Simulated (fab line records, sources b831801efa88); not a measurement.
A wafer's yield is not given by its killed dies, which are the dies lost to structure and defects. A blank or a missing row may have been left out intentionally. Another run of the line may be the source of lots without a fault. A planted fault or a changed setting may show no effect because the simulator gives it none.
Which of the tools did it?	flow sky130	6 lots, 18 wafers sampled, at 2 steps of a route of 708

== WHAT THE GAUGES READ, wafer by wafer ==
SKY_SD_N_RS_MEAS_16: measures by four-point-probe.
lot	measured	on	SD_N_RS (ohm/sq)
L687	day 29 15:19	filmMetro-01	68.47 68.39 68.50
L693	day 30 13:53	filmMetro-01	68.48 68.43 68.22
L697	day 32 00:48	filmMetro-02	71.22 71.18 71.08
L698	day 33 10:51	filmMetro-03	71.23 71.33 71.17
L704	day 33 23:51	filmMetro-03	68.50 68.35 68.35
L708	day 35 05:12	filmMetro-01	68.32 68.22 68.16

== TOOL THAT RAN EACH LOT (tool first, then ch and the chambers of the sampled wafers, then the start) ==
lot	SKY_SD_N_RTA_14
L687	rtpAnneal-02 ch 0, day 29 15:08
L693	rtpAnneal-02 ch 0, day 30 13:43
L697	rtpAnneal-02 ch 0, day 32 00:38
L698	rtpAnneal-02 ch 0, day 33 10:41
L704	rtpAnneal-01 ch 0, day 33 23:40
L708	rtpAnneal-01 ch 0, day 35 05:02
- SKY_SD_N_RTA_14: time 2 s.

== THE ANSWER, worked out from the rows above alone ==
Rule: the lots themselves supply what counts as usual. The widest of any qualifying gaps counts: lots, ordered by their means at a reading, are off when they make up no more than a third of the lots, leave a main group of 4 or more, and stand apart from it by 3 or more times the standard deviation of that group's means. A main group is skipped when, at the precision printed for the reading in the tables above, its means are all equal. Also off: a lot with no number at a reading for which 4 or more lots have one. The other lots that the step has rows for count as sound.
Off: at SKY_SD_N_RS_MEAS_16 (SD_N_RS), L697, L698. Main group: mean 68.37 ohm/sq, sd 0.081.
If a tool, at a process step before that reading, ran all the lots that are off and no sound lot after the first of them, it fits. Those tools and the gauges at SKY_SD_N_RS_MEAS_16 are tried in the same way. One fits: rtpAnneal-02 at SKY_SD_N_RTA_14. Its last sound lot is L693 (day 30 13:43), its first lot that is off L697 (day 32 00:38): a fault that began between those two fits.

== WHAT HAD BEEN PUT IN BY THE SIMULATOR ==
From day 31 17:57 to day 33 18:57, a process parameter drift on rtpAnneal-02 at SKY_SD_N_RTA_14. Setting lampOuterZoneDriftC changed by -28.
Shown lots that were struck: L697, L698. The rule above reached the same finding.
